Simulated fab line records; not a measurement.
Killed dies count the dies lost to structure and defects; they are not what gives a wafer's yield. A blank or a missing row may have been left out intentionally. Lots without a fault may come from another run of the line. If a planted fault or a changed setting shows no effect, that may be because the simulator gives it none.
fab line records	flow sky130
record lots=13	wafers=39	last-day=50
route steps=708 shown POLY_GATE@229 LDD_P@261
lots that met no fault: taken from a fault-free run of the same line
start-h: the number of hours between the record's first day and the start of the first shown wafer of the lot	wait-h: hours since the lot's step before	" the same as in the row above	L1.1+2: a row that stands for several wafers	- no value, or no start was given	* or withheld: withheld	< > ~ a bound
route shown NAME@n: NAME is a module with steps in the file, n the number in the route of the first one	usual: the fault-free wafers' mean and standard deviation	same: alike in all rows	chamber/n: place in a boat	sites: each site's reading	_std_site: standard deviation of those values	_edge_site: mean of outer sites minus mean of inner sites	radius-mm: how far each site lies from the wafer's centre	mask NAME#n: copy n	behind: tool/chamber where the wafer was last shaped	hold: the reason the lot was held/the length of the hold in hours/how it ended	device: names the non-switching transistor (n, p or np)	end of line: at the end of the route, the tests of the same wafers	for a step that has no rows: nothing shown but its recipe	killed: dies lost to structure and defects at the first sort, not the wafer's yield	map: a wafer's dies, x killed, . not, _ none there
set.NAME: the setting as run; set.NAME@STEP: as run at that earlier step	model.NAME: the simulator's own value behind a step, which no gauge read
route steps across a sampled set of lots; one table per step, one row per wafer
services: the hour from which a tool's chamber was out of use, counted from the record's first day as start-h (under 0 if before that day), plus the number of hours and why
## steps
# step SKY_POLY_GATE_ETCH_15
# recipe chemistry=N2/H2	target=BARC	ion-energy-ev=200	source-w=500	bias-w=97.63	pressure-mtorr=30	n2-flow-sccm=100	h2-flow-sccm=200	stop-on=SiO2	time-s=118.5	target-depth-a=1100
# usual drypump-motor-current-A=5.9/0.6	h2-flow-sccm=200.0/0.58	oes-product-au=0.717/0.0046	throttle-valve-pct=13.214/0.0095
lot.wafer	tool	chamber	start-h	wait-h	drypump-motor-current-A	h2-flow-sccm	oes-product-au	rf-hours-counter-h	throttle-valve-pct
L250.2	rie-diel-04	1	364.99	0.0	5.5	200.8	0.709	19	13.204
L250.3	"	0	"	"	5.8	199.4	0.722	47	13.225
L250.5	"	1	"	"	5.5	200.9	0.719	-	13.202
L251.2	rie-diel-01	1	379.44	0.0	6.3	199.3	0.718	5	13.215
L251.3	"	0	"	"	5.7	200.1	0.715	9	13.215
L251.4	"	2	"	"	6.2	200.3	0.722	-	13.210
L252.1	rie-diel-01	0	384.19	0.0	5.7	200.0	0.719	9	13.207
L252.5	"	2	"	"	6.2	199.8	0.714	-	13.215
L252.6	"	1	"	"	6.3	200.2	0.718	-	13.208
L254.2	rie-diel-04	0	405.53	0.0	5.9	199.8	0.715	48	13.206
L254.3	"	3	"	"	6.0	200.0	0.719	86	13.217
L254.4	"	3	"	"	6.0	200.2	0.710	-	13.238
L255.1	rie-diel-04	3	413.74	0.0	6.0	200.2	0.715	86	13.201
L255.2	"	1	"	"	5.5	199.0	0.713	20	13.222
L255.6	"	3	"	"	6.0	200.0	0.715	-	13.207
L257.2	rie-diel-03	0	421.28	0.0	4.7	200.8	0.720	73	13.210
L257.3	"	3	"	"	5.2	199.7	0.719	23	13.229
L257.4	"	2	"	"	6.5	200.4	0.725	4	13.199
L258.3	rie-diel-01	2	438.83	0.0	6.2	199.6	0.717	0	13.208
L258.4	"	0	"	"	5.7	201.0	0.720	10	13.224
L258.5	"	2	"	"	6.2	200.9	0.717	-	13.213
L264.1	rie-diel-03	1	526.63	0.0	6.2	199.1	0.713	45	13.206
L264.5	"	0	"	"	4.7	199.0	0.712	-	13.206
L264.6	"	1	"	"	6.2	200.2	0.712	-	13.223
L263.2	rie-diel-01	2	528.73	0.0	6.2	199.7	0.717	2	13.232
L263.3	"	1	"	"	6.3	199.8	0.715	8	13.199
L263.5	"	2	"	"	6.2	199.9	0.716	-	13.228
L265.2	rie-diel-04	0	529.08	0.0	5.9	199.9	0.707	50	13.215
L265.4	"	0	"	"	5.9	198.9	0.716	-	13.231
L265.5	"	1	"	"	5.5	200.0	0.724	-	13.220
L270.1	rie-diel-01	2	550.78	0.0	6.2	200.0	0.725	2	13.217
L270.3	"	1	"	"	6.3	199.6	0.717	8	13.205
L270.6	"	0	"	"	5.7	200.3	0.724	-	13.215
L271.1	rie-diel-03	3	581.16	0.0	5.2	199.7	0.716	26	13.213
L271.5	"	1	"	"	6.2	200.4	0.710	-	13.224
L271.6	"	0	"	"	4.7	199.3	0.710	-	13.229
L273.1	rie-diel-01	3	581.58	0.0	6.1	199.6	0.715	5	13.198
L273.2	"	2	"	"	6.2	199.5	0.721	3	13.197
L273.5	"	3	"	"	6.1	199.6	0.713	-	13.226
# step SKY_POLY_GATE_CD_MEAS_22
# usual cd-nm=149.4/1.6
lot.wafer	tool	chamber	start-h	wait-h	cd-nm
L250.2	cd-sem-01	-	367.97	0.1	150.0
L250.3	"	-	"	"	150.4
L250.5	"	-	"	"	149.3
L251.2	cd-sem-02	-	383.16	0.1	150.2
L251.3	"	-	"	"	153.3
L251.4	"	-	"	"	151.7
L252.1	cd-sem-01	-	386.97	0.1	151.3
L252.5	"	-	"	"	148.7
L252.6	"	-	"	"	149.7
L254.2	cd-sem-02	-	408.65	0.1	150.7
L254.3	"	-	"	"	150.7
L254.4	"	-	"	"	148.2
L255.1	cd-sem-01	-	416.09	0.1	150.5
L255.2	"	-	"	"	150.8
L255.6	"	-	"	"	152.0
L257.2	cd-sem-01	-	424.03	0.1	150.2
L257.3	"	-	"	"	147.9
L257.4	"	-	"	"	148.7
L258.3	cd-sem-01	-	440.59	0.1	145.3
L258.4	"	-	"	"	148.3
L258.5	"	-	"	"	148.7
L264.1	cd-sem-02	-	528.59	0.1	149.7
L264.5	"	-	"	"	146.8
L264.6	"	-	"	"	148.5
L263.2	cd-sem-02	-	531.54	0.1	150.3
L263.3	"	-	"	"	149.5
L263.5	"	-	"	"	151.5
L265.2	cd-sem-02	-	531.71	0.2	150.8
L265.4	"	-	"	"	150.8
L265.5	"	-	"	"	149.1
L270.1	cd-sem-01	-	552.48	0.1	149.8
L270.3	"	-	"	"	148.2
L270.6	"	-	"	"	151.7
L271.1	cd-sem-01	-	583.88	0.1	148.6
L271.5	"	-	"	"	148.2
L271.6	"	-	"	"	149.5
L273.1	cd-sem-01	-	584.05	0.2	147.7
L273.2	"	-	"	"	149.8
L273.5	"	-	"	"	148.1
# step SKY_LDD_P_DEVELOP_06
# recipe resist=NOVOLAK	developer=TMAH	develop-time-s=60	dev-temp-c=23
# usual developer-temp-C=23.01/0.11
lot.wafer	tool	chamber	start-h	wait-h	developer-temp-C
L250.2	litho-track-03	0	426.40	0.1	23.14
L250.3	"	0	"	"	23.00
L250.5	"	0	"	"	23.11
L251.2	litho-track-02	0	443.48	0.1	23.16
L251.3	"	0	"	"	23.01
L251.4	"	0	"	"	23.00
L252.1	litho-track-01	0	448.34	0.1	22.96
L252.5	"	0	"	"	22.84
L252.6	"	0	"	"	23.03
L254.2	litho-track-01	0	472.06	0.1	23.08
L254.3	"	0	"	"	22.94
L254.4	"	0	"	"	23.11
L255.1	litho-track-03	0	477.18	0.1	23.03
L255.2	"	0	"	"	22.86
L255.6	"	0	"	"	22.98
L257.2	litho-track-01	0	486.81	0.1	22.94
L257.3	"	0	"	"	23.03
L257.4	"	0	"	"	22.93
L258.3	litho-track-01	0	503.39	0.1	23.14
L258.4	"	0	"	"	22.96
L258.5	"	0	"	"	22.88
L264.1	litho-track-01	0	588.39	0.1	22.46
L264.5	"	0	"	"	22.30
L264.6	"	0	"	"	22.41
L263.2	litho-track-01	0	590.21	0.1	22.15
L263.3	"	0	"	"	22.31
L263.5	"	0	"	"	22.33
L265.2	litho-track-01	0	590.51	0.1	22.57
L265.4	"	0	"	"	22.40
L265.5	"	0	"	"	22.35
L270.1	litho-track-02	0	612.35	0.1	22.98
L270.3	"	0	"	"	22.91
L270.6	"	0	"	"	22.86
L271.1	litho-track-02	0	643.70	0.1	23.05
L271.5	"	0	"	"	22.94
L271.6	"	0	"	"	22.95
L273.1	litho-track-02	0	644.00	0.1	23.00
L273.2	"	0	"	"	23.10
L273.5	"	0	"	"	22.87
# step SKY_LDD_P_TW_MEAS_11
# usual LDD_P_TW=629/6.7
lot.wafer	tool	chamber	start-h	wait-h	LDD_P_TW
L250.2	film-metro-04	-	426.95	0.1	639
L250.3	"	-	"	"	641
L250.5	"	-	"	"	638
L251.2	film-metro-01	-	444.02	0.1	634
L251.3	"	-	"	"	627
L251.4	"	-	"	"	630
L252.1	film-metro-03	-	448.89	0.1	630
L252.5	"	-	"	"	629
L252.6	"	-	"	"	630
L254.2	film-metro-01	-	472.60	0.1	624
L254.3	"	-	"	"	619
L254.4	"	-	"	"	620
L255.1	film-metro-04	-	477.74	0.1	637
L255.2	"	-	"	"	636
L255.6	"	-	"	"	636
L257.2	film-metro-04	-	487.35	0.1	638
L257.3	"	-	"	"	640
L257.4	"	-	"	"	639
L258.3	film-metro-03	-	503.91	0.1	633
L258.4	"	-	"	"	633
L258.5	"	-	"	"	631
L264.1	film-metro-04	-	588.94	0.1	634
L264.5	"	-	"	"	633
L264.6	"	-	"	"	636
L263.2	film-metro-04	-	590.75	0.1	633
L263.3	"	-	"	"	632
L263.5	"	-	"	"	639
L265.2	film-metro-04	-	591.05	0.1	636
L265.4	"	-	"	"	635
L265.5	"	-	"	"	635
L270.1	film-metro-01	-	612.91	0.1	627
L270.3	"	-	"	"	625
L270.6	"	-	"	"	625
L271.1	film-metro-01	-	644.26	0.1	625
L271.5	"	-	"	"	628
L271.6	"	-	"	"	625
L273.1	film-metro-04	-	644.56	0.1	640
L273.2	"	-	"	"	641
L273.5	"	-	"	"	640
## services
tool	chamber	start-h	hours	kind
rie-diel-04	-	368.71	15.6	pm
rie-diel-01	3	373.32	11.0	repair
rie-diel-03	1	382.63	7.7	repair
rie-diel-01	1	397.25	1.7	repair
rie-diel-04	2	399.09	23.4	repair
rie-diel-01	2	408.17	-	clean
rie-diel-01	2	408.17	14.0	scheduled-down
rie-diel-01	2	408.17	14.0	vent-cycle
rie-diel-03	2	445.80	2.8	repair
rie-diel-04	-	453.15	4.0	pm
rie-diel-04	2	478.06	-	clean
rie-diel-04	2	478.06	21.7	scheduled-down
rie-diel-04	3	481.43	9.0	repair
rie-diel-04	0	518.57	6.5	repair
rie-diel-03	-	524.43	0.6	repair
rie-diel-03	0	538.39	17.9	repair
rie-diel-01	1	560.65	3.2	repair
rie-diel-03	2	564.42	41.7	repair
rie-diel-03	1	573.78	1.7	repair
rie-diel-03	-	577.28	3.7	repair
rie-diel-03	0	618.28	11.0	repair
rie-diel-03	-	630.23	0.8	repair
rie-diel-04	0	640.59	2.4	repair
rie-diel-04	-	642.12	0.4	repair
## key
first-sign step=SKY_LDD_P_DEVELOP_06	reading=developer-temp-C	direction=down	sigmas=6	usual=*	struck=*
effect none on later readings
met-at SKY_LDD_P_DEVELOP_06
struck-lots L263,L264,L265
tester-left-out L263,L264,L265
not-acting-at SKY_POLY_GATE_ETCH_15,SKY_POLY_GATE_CD_MEAS_22,SKY_LDD_P_TW_MEAS_11
onset-between 503.39 588.39
fault kind=process-parameter-drift	tool=litho-track-01	chamber=-	onset-h=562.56	steps=SKY_LDD_P_DEVELOP_06	channel=dev-temp-c	offset=*	shape=step	end-h=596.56	acts-in=*	stated=*
# tester-left-out: of these lots the tester's yield and bins aren't shown, on N5 and GAA mostly nor the transistor test; their killed dies are dies lost to structure and defects alone, not to doping, threshold or leakage, so they don't give the yield
